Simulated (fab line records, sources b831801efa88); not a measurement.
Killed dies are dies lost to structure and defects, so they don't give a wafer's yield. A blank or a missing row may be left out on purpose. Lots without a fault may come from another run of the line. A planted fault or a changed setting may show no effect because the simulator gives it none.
fab line records | flow gf180mcu
record lots=14 wafers=42 last_day=34
route steps=602 shown LVPWELL@61 VT_IMPLANT@130 MVSD@136
lots that met no fault: from a run of the same line without faults
start_h: hours from the record's first day to the start of the lot's first wafer shown | wait_h: hours since the lot's step before | " the same as in the row above | L1.1+2: a row that stands for several wafers | - no value, or no start given | * or withheld: withheld | < > ~ a bound
route shown NAME@n: a module of which the file shows steps, and the number in the route of the first | usual: mean/standard deviation of fault-free wafers | same: alike in all rows | chamber/n: place in a boat | sites: the reading at each site | _std_site: their standard deviation | _edge_site: outer sites' mean less inner sites' | radius_mm: how far each site lies from the wafer's centre | mask NAME#n: copy n | behind: the tool/chamber that last shaped the wafer | hold: why the lot was held/for how many hours/how that ended | device: the transistor (n, p or np) that didn't switch | end of line: the same wafers' tests at the end of the route | a step without rows: its recipe alone | killed: dies lost to structure and defects at the first sort, not the wafer's yield | map: a wafer's dies, x killed, . not, _ none there
set.NAME: the setting as run; set.NAME@STEP: as run at that earlier step | model.NAME: the simulator's own value behind a step, which no gauge read
steps of the route over a sample of lots; a table a step, a row a wafer
services: from which hour (start_h, from the record's first day; less than 0 if before it) a tool's chamber was out of use, for how many hours, and why
## steps
# step GF_LVPWELL_OVL_MEAS_07
# usual LVPWELL_OVL=-0.7/1.3
# columns lot.wafer tool chamber start_h wait_h LVPWELL_OVL[nm]
L900.4 overlay-02 - 67.63 - -2.4
L900.5 " - " " -1.9
L900.6 " - " " -2.6
L902.1 overlay-01 - 79.01 - -2.4
L902.4 " - " " -1.7
L902.6 " - " " -1.8
L903.1 overlay-01 - 88.71 - -0.3
L903.2 " - " " -1.9
L903.4 " - " " -2.1
L904.1 overlay-01 - 92.33 - 1.0
L904.4 " - " " 0.5
L904.6 " - " " 1.1
L905.1 overlay-01 - 100.36 - -1.2
L905.4 " - " " -1.6
L905.5 " - " " -0.1
L906.2 overlay-02 - 103.42 - -0.5
L906.3 " - " " 1.0
L906.6 " - " " -1.5
L907.2 overlay-02 - 108.46 - -0.1
L907.4 " - " " -0.6
L907.6 " - " " -0.3
L908.2 overlay-01 - 113.34 - -1.2
L908.3 " - " " -0.3
L908.6 " - " " -1.9
L909.1 overlay-02 - 119.58 - 1.4
L909.4 " - " " -2.0
L909.6 " - " " 0.1
L914.1 overlay-02 - 147.73 - -0.4
L914.4 " - " " -0.3
L914.5 " - " " -0.5
L917.2 overlay-02 - 164.36 - -0.7
L917.5 " - " " -2.2
L917.6 " - " " -0.8
L919.2 overlay-01 - 175.49 - -1.3
L919.3 " - " " -2.1
L919.4 " - " " 0.5
L921.2 overlay-01 - 191.97 - -3.1
L921.3 " - " " -2.4
L921.6 " - " " -1.1
L922.4 overlay-02 - 193.28 - -2.9
L922.5 " - " " -1.0
L922.6 " - " " -0.4
# step GF_VT_IMPLANT_OVL_MEAS_40
# usual VT_IMPLANT_03_OVL=-1.0/1.5
# columns lot.wafer tool chamber start_h wait_h VT_IMPLANT_03_OVL[nm]
L900.4 overlay-01 - 157.23 0.1 -0.9
L900.5 " - " " -2.2
L900.6 " - " " -1.6
L902.1 overlay-02 - 169.21 0.1 2.1
L902.4 " - " " 1.1
L902.6 " - " " 0.4
L903.1 overlay-01 - 180.81 0.1 -1.9
L903.2 " - " " -1.5
L903.4 " - " " -4.1
L904.1 overlay-02 - 184.81 0.1 0.3
L904.4 " - " " -0.7
L904.6 " - " " -2.2
L905.1 overlay-02 - 194.56 0.1 0.5
L905.4 " - " " 1.2
L905.5 " - " " 0.1
L906.2 overlay-02 - 199.17 0.1 -3.2
L906.3 " - " " -1.1
L906.6 " - " " -0.4
L907.2 overlay-01 - 203.72 0.1 -1.5
L907.4 " - " " -2.6
L907.6 " - " " -2.5
L908.2 overlay-01 - 211.24 0.1 0.8
L908.3 " - " " -1.2
L908.6 " - " " -2.8
L909.1 overlay-02 - 218.51 0.1 0.2
L909.4 " - " " -0.3
L909.6 " - " " 1.0
L914.1 overlay-02 - 250.16 0.1 -1.1
L914.4 " - " " -1.9
L914.5 " - " " 0.3
L917.2 overlay-01 - 270.26 0.1 -0.6
L917.5 " - " " -0.1
L917.6 " - " " -0.8
L919.2 overlay-01 - 285.01 0.1 -3.2
L919.3 " - " " -2.9
L919.4 " - " " -3.3
L921.2 overlay-02 - 303.31 0.1 -0.3
L921.3 " - " " -1.4
L921.6 " - " " -1.0
L922.4 overlay-01 - 305.38 0.1 -3.5
L922.5 " - " " -4.4
L922.6 " - " " -4.4
# step GF_VT_IMPLANT_IMPLANT_41
# recipe species=As energy_kev=70 dose_cm2=1.013e+12 tilt_deg=7
# usual beam_energy_keV=70.001/0.024 beam_on_s=9.99/0.2
# columns lot.wafer tool chamber start_h wait_h beam_energy_keV beam_on_s
L900.4 implanter-04 0 157.32 0.1 69.970 9.85
L900.5 " 0 " " 70.003 9.96
L900.6 " 0 " " 69.979 9.98
L902.1 implanter-04 0 169.25 0.0 70.005 9.60
L902.4 " 0 " " 69.967 10.45
L902.6 " 0 " " 69.994 9.70
L903.1 implanter-01 0 180.85 0.0 70.047 9.76
L903.2 " 0 " " 70.037 10.28
L903.4 " 0 " " 70.085 10.17
L904.1 implanter-04 0 184.84 0.0 69.995 10.16
L904.4 " 0 " " 69.975 10.14
L904.6 " 0 " " 69.995 9.91
L905.1 implanter-02 0 194.60 0.0 70.033 9.94
L905.4 " 0 " " 70.017 9.78
L905.5 " 0 " " 69.974 10.17
L906.2 implanter-02 0 199.22 0.0 69.980 10.38
L906.3 " 0 " " 69.973 10.14
L906.6 " 0 " " 70.022 10.24
L907.2 implanter-02 0 203.77 0.0 69.972 9.84
L907.4 " 0 " " 70.012 10.46
L907.6 " 0 " " 69.999 10.22
L908.2 implanter-02 0 211.30 0.0 70.071 9.89
L908.3 " 0 " " 70.054 9.89
L908.6 " 0 " " 70.055 10.12
L909.1 implanter-01 0 218.55 0.0 70.003 10.30
L909.4 " 0 " " 69.994 10.00
L909.6 " 0 " " 69.994 10.09
L914.1 implanter-02 0 250.19 0.0 82.770 10.01
L914.4 " 0 " " 82.783 10.32
L914.5 " 0 " " 82.780 10.10
L917.2 implanter-02 0 270.32 0.0 82.829 10.12
L917.5 " 0 " " 82.849 9.73
L917.6 " 0 " " 82.827 9.70
L919.2 implanter-01 0 285.07 0.0 69.971 9.81
L919.3 " 0 " " 69.973 9.83
L919.4 " 0 " " 69.965 9.81
L921.2 implanter-01 0 303.37 0.0 70.009 9.97
L921.3 " 0 " " 70.030 9.83
L921.6 " 0 " " 70.016 9.86
L922.4 implanter-01 0 305.47 0.1 69.989 10.13
L922.5 " 0 " " 70.006 9.94
L922.6 " 0 " " 69.990 9.96
# step GF_VT_IMPLANT_TW_MEAS_43
# usual VT_IMPLANT_4_TW=690/4.3
# columns lot.wafer tool chamber start_h wait_h VT_IMPLANT_4_TW
L900.4 film_metro-01 - 157.53 0.1 688
L900.5 " - " " 686
L900.6 " - " " 684
L902.1 film_metro-01 - 169.50 0.1 693
L902.4 " - " " 690
L902.6 " - " " 689
L903.1 film_metro-01 - 181.10 0.1 686
L903.2 " - " " 690
L903.4 " - " " 688
L904.1 film_metro-02 - 185.09 0.1 695
L904.4 " - " " 696
L904.6 " - " " 697
L905.1 film_metro-03 - 194.85 0.1 685
L905.4 " - " " 687
L905.5 " - " " 684
L906.2 film_metro-03 - 199.46 0.1 682
L906.3 " - " " 684
L906.6 " - " " 686
L907.2 film_metro-02 - 204.01 0.1 698
L907.4 " - " " 700
L907.6 " - " " 697
L908.2 film_metro-01 - 211.53 0.1 694
L908.3 " - " " 691
L908.6 " - " " 693
L909.1 film_metro-01 - 218.80 0.1 692
L909.4 " - " " 691
L909.6 " - " " 693
L914.1 film_metro-01 - 250.44 0.1 722
L914.4 " - " " 720
L914.5 " - " " 725
L917.2 film_metro-02 - 270.55 0.1 723
L917.5 " - " " 725
L917.6 " - " " 721
L919.2 film_metro-03 - 285.30 0.1 683
L919.3 " - " " 684
L919.4 " - " " 686
L921.2 film_metro-02 - 303.60 0.1 699
L921.3 " - " " 696
L921.6 " - " " 698
L922.4 film_metro-02 - 305.68 0.1 695
L922.5 " - " " 695
L922.6 " - " " 696
# step GF_VT_IMPLANT_RS_MEAS_46
# recipe thk_meas_gauge=four-point-probe
# usual MVSD_RS=456.9/1.2
# columns lot.wafer tool chamber start_h wait_h MVSD_RS[ohm/sq]
L900.4 film_metro-04 - 157.77 0.1 457.9
L900.5 " - " " 458.8
L900.6 " - " " 458.7
L902.1 film_metro-01 - 169.72 0.1 457.3
L902.4 " - " " 457.2
L902.6 " - " " 457.4
L903.1 film_metro-04 - 181.31 0.1 456.5
L903.2 " - " " 457.0
L903.4 " - " " 456.3
L904.1 film_metro-01 - 185.30 0.1 458.6
L904.4 " - " " 458.0
L904.6 " - " " 458.0
L905.1 film_metro-01 - 195.06 0.1 459.0
L905.4 " - " " 456.4
L905.5 " - " " 457.4
L906.2 film_metro-01 - 199.68 0.1 456.0
L906.3 " - " " 457.3
L906.6 " - " " 458.2
L907.2 film_metro-04 - 204.23 0.1 457.6
L907.4 " - " " 457.3
L907.6 " - " " 459.8
L908.2 film_metro-04 - 211.75 0.1 456.5
L908.3 " - " " 455.5
L908.6 " - " " 456.5
L909.1 film_metro-03 - 219.01 0.1 454.5
L909.4 " - " " 455.6
L909.6 " - " " 454.7
L914.1 film_metro-04 - 250.66 0.1 458.1
L914.4 " - " " 457.4
L914.5 " - " " 457.4
L917.2 film_metro-03 - 270.88 0.2 456.5
L917.5 " - " " 457.5
L917.6 " - " " 456.0
L919.2 film_metro-03 - 285.53 0.1 457.3
L919.3 " - " " 457.3
L919.4 " - " " 456.3
L921.2 film_metro-04 - 303.83 0.1 457.8
L921.3 " - " " 459.2
L921.6 " - " " 458.8
L922.4 film_metro-03 - 305.92 0.1 454.7
L922.5 " - " " 455.4
L922.6 " - " " 455.5
## services
# columns tool chamber start_h hours kind
implanter-02 - 162.02 5.2 repair
implanter-02 - 167.22 3.1 pm
implanter-04 - 167.61 0.8 repair
implanter-01 - 177.48 2.0 repair
implanter-01 - 184.90 4.7 repair
implanter-04 - 212.63 0.8 repair
implanter-02 - 234.86 6.3 pm
implanter-04 - 262.56 10.8 pm
## key
first_sign step=GF_VT_IMPLANT_IMPLANT_41 reading=beam_energy_keV direction=up sigmas=99+ usual=70.001 struck=82.806
effect step=GF_VT_IMPLANT_TW_MEAS_43 reading=VT_IMPLANT_4_TW direction=up sigmas=7.7 usual=690 struck=723
met_at GF_VT_IMPLANT_IMPLANT_41
struck_lots L914,L917
tester_left_out L914,L917
not_acting_at GF_LVPWELL_OVL_MEAS_07,GF_VT_IMPLANT_OVL_MEAS_40,GF_VT_IMPLANT_RS_MEAS_46
onset_between 211.30 250.19
fault kind=process_parameter_drift tool=implanter-02 chamber=- onset_h=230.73 steps=GF_VT_IMPLANT_IMPLANT_41 channel=energy_kev offset=12.817 shape=step end_h=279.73 acts_in=these_recipes_only stated=70
# tester_left_out: of these lots the tester's yield and bins aren't shown, on N5 and GAA mostly nor the transistor test; their killed dies are dies lost to structure and defects alone, not to doping, threshold or leakage, so they don't give the yield
